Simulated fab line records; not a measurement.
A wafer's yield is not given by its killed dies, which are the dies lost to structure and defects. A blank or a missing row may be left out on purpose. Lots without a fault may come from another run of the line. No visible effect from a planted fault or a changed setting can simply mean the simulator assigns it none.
Which tool was responsible? / flow sky130 / 15 lots with 44 wafers sampled at 3 steps, on a route of 708 steps

## WHAT EACH GAUGE READ, for each wafer
SKY_NWELL_OVL_MEAS_10.
lot=L149; measured=day 4 16:47; on=overlay-01; NWELL_00_OVL (nm)=0.1 2.8 2.5
lot=L151; measured=day 5 02:44; on=overlay-01; NWELL_00_OVL (nm)=0.0 0.7 0.1
lot=L150; measured=day 5 04:35; on=overlay-02; NWELL_00_OVL (nm)=0.5 0.7 -0.6
lot=L152; measured=day 5 10:43; on=overlay-01; NWELL_00_OVL (nm)=-0.5 -0.5 0.8
lot=L153; measured=day 5 17:49; on=overlay-01; NWELL_00_OVL (nm)=0.8 1.7 -1.7
lot=L154; measured=day 5 21:11; on=overlay-01; NWELL_00_OVL (nm)=0.6 -0.6 -0.1
lot=L155; measured=day 6 02:46; on=overlay-02; NWELL_00_OVL (nm)=0.5 -0.3 0.9
lot=L156; measured=day 6 12:16; on=overlay-02; NWELL_00_OVL (nm)=-1.2 -0.9 -0.1
lot=L157; measured=day 6 14:58; on=overlay-02; NWELL_00_OVL (nm)=-1.0 0.8 0.4
lot=L158; measured=day 6 21:22; on=overlay-01; NWELL_00_OVL (nm)=1.1 -0.4 0.2
lot=L163; measured=day 8 04:23; on=overlay-01; NWELL_00_OVL (nm)=- 0.5
lot=L169; measured=day 9 13:57; on=overlay-01; NWELL_00_OVL (nm)=4.6 - 1.5
lot=L170; measured=day 9 23:03; on=overlay-02; NWELL_00_OVL (nm)=1.2 - 0.1
lot=L171; measured=day 10 03:29; on=overlay-01; NWELL_00_OVL (nm)=0.7 -1.1 -0.4
lot=L172; measured=day 10 09:07; on=overlay-02; NWELL_00_OVL (nm)=2.7 1.2 0.4

SKY_NWELL_TW_MEAS_15.
lot=L149; measured=day 4 17:22; on=filmMetro-04; NWELL_TW=1812 1810 1816
lot=L151; measured=day 5 03:20; on=filmMetro-04; NWELL_TW=1818 1801 1795
lot=L150; measured=day 5 05:11; on=filmMetro-04; NWELL_TW=1805 1811 1809
lot=L152; measured=day 5 11:19; on=filmMetro-01; NWELL_TW=1811 1803 1800
lot=L153; measured=day 5 18:24; on=filmMetro-01; NWELL_TW=1797 1797 1793
lot=L154; measured=day 5 21:47; on=filmMetro-02; NWELL_TW=1845 1833 1836
lot=L155; measured=day 6 03:22; on=filmMetro-02; NWELL_TW=1845 1842 1832
lot=L156; measured=day 6 12:52; on=filmMetro-02; NWELL_TW=1835 1838 1855
lot=L157; measured=day 6 15:33; on=filmMetro-02; NWELL_TW=1846 1841 1840
lot=L158; measured=day 6 21:57; on=filmMetro-01; NWELL_TW=1818 1813 1813
lot=L163; measured=day 8 04:59; on=filmMetro-02; NWELL_TW=141 1840
lot=L169; measured=day 9 14:32; on=filmMetro-02; NWELL_TW=1851 116 1851
lot=L170; measured=day 9 23:38; on=filmMetro-02; NWELL_TW=1835 121 1849
lot=L171; measured=day 10 04:05; on=filmMetro-02; NWELL_TW=1847 1847 1854
lot=L172; measured=day 10 09:42; on=filmMetro-01; NWELL_TW=1806 1811 1806

## TOOL THAT RAN EACH LOT (tool first, then ch and the chambers of the sampled wafers, then the start)
lot=L149; SKY_NWELL_DEVELOP_09=lithoTrack-04 ch 0, day 4 16:00
lot=L151; SKY_NWELL_DEVELOP_09=lithoTrack-03 ch 0, day 5 02:00
lot=L150; SKY_NWELL_DEVELOP_09=lithoTrack-03 ch 0, day 5 04:00
lot=L152; SKY_NWELL_DEVELOP_09=lithoTrack-01 ch 0, day 5 10:00
lot=L153; SKY_NWELL_DEVELOP_09=lithoTrack-01 ch 0, day 5 17:00
lot=L154; SKY_NWELL_DEVELOP_09=lithoTrack-03 ch 0, day 5 21:00
lot=L155; SKY_NWELL_DEVELOP_09=lithoTrack-04 ch 0, day 6 02:00
lot=L156; SKY_NWELL_DEVELOP_09=lithoTrack-04 ch 0, day 6 12:00
lot=L157; SKY_NWELL_DEVELOP_09=lithoTrack-01 ch 0, day 6 14:00
lot=L158; SKY_NWELL_DEVELOP_09=lithoTrack-01 ch 0, day 6 21:00
lot=L163; SKY_NWELL_DEVELOP_09=lithoTrack-03 ch 0, day 8 04:00
lot=L169; SKY_NWELL_DEVELOP_09=lithoTrack-03 ch 0, day 9 13:00
lot=L170; SKY_NWELL_DEVELOP_09=lithoTrack-03 ch 0, day 9 22:00
lot=L171; SKY_NWELL_DEVELOP_09=lithoTrack-01 ch 0, day 10 03:00
lot=L172; SKY_NWELL_DEVELOP_09=lithoTrack-01 ch 0, day 10 08:00
- SKY_NWELL_DEVELOP_09: develop time 60 s.

## AS READ BY THE TOOLS THEMSELVES (means over the sampled wafers that have a number; for cases with no such wafer, the mark the record gives instead)
The record holds no such reading with a usual standard deviation.

## THE ANSWER, worked out from the rows above alone
Rule: what is usual is taken from the lots themselves. The widest of any qualifying gaps counts: lots, ordered by their means at a reading, are off when they make up no more than a third of the lots, leave a main group of 4 or more, and stand apart from it by 3 or more times the standard deviation of that group's means. Not used: any main group whose means are identical at the precision the tables above print for the reading. Also off: a lot with no number at a reading for which 4 or more lots have one. Where the step has rows for the other lots, those lots are counted as sound. Order of review: gauges by route order, followed by the tools' own readings, for which a lot's mean as printed above is used. The first step at which some lot is off is used, and at that step the reading that is off furthest; a lot without a number counts as furthest.
Off: at SKY_NWELL_TW_MEAS_15 (NWELL_TW), L163, L169, L170. The main group: mean 1822, standard deviation 18.
If a tool, at a process step before that reading, ran all the lots that are off and no sound lot after the first of them, it fits. The gauges at SKY_NWELL_TW_MEAS_15 are tried like those tools. One candidate fits, namely lithoTrack-03 at SKY_NWELL_DEVELOP_09. A fault onset in the window from L154 (day 5 21:00, its last sound lot) to L163 (day 8 04:00, its first lot off) fits.

## WHAT WAS PUT IN BY THE SIMULATOR
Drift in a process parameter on lithoTrack-03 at SKY_NWELL_DEVELOP_09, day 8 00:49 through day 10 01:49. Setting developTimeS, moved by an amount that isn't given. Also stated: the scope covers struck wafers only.
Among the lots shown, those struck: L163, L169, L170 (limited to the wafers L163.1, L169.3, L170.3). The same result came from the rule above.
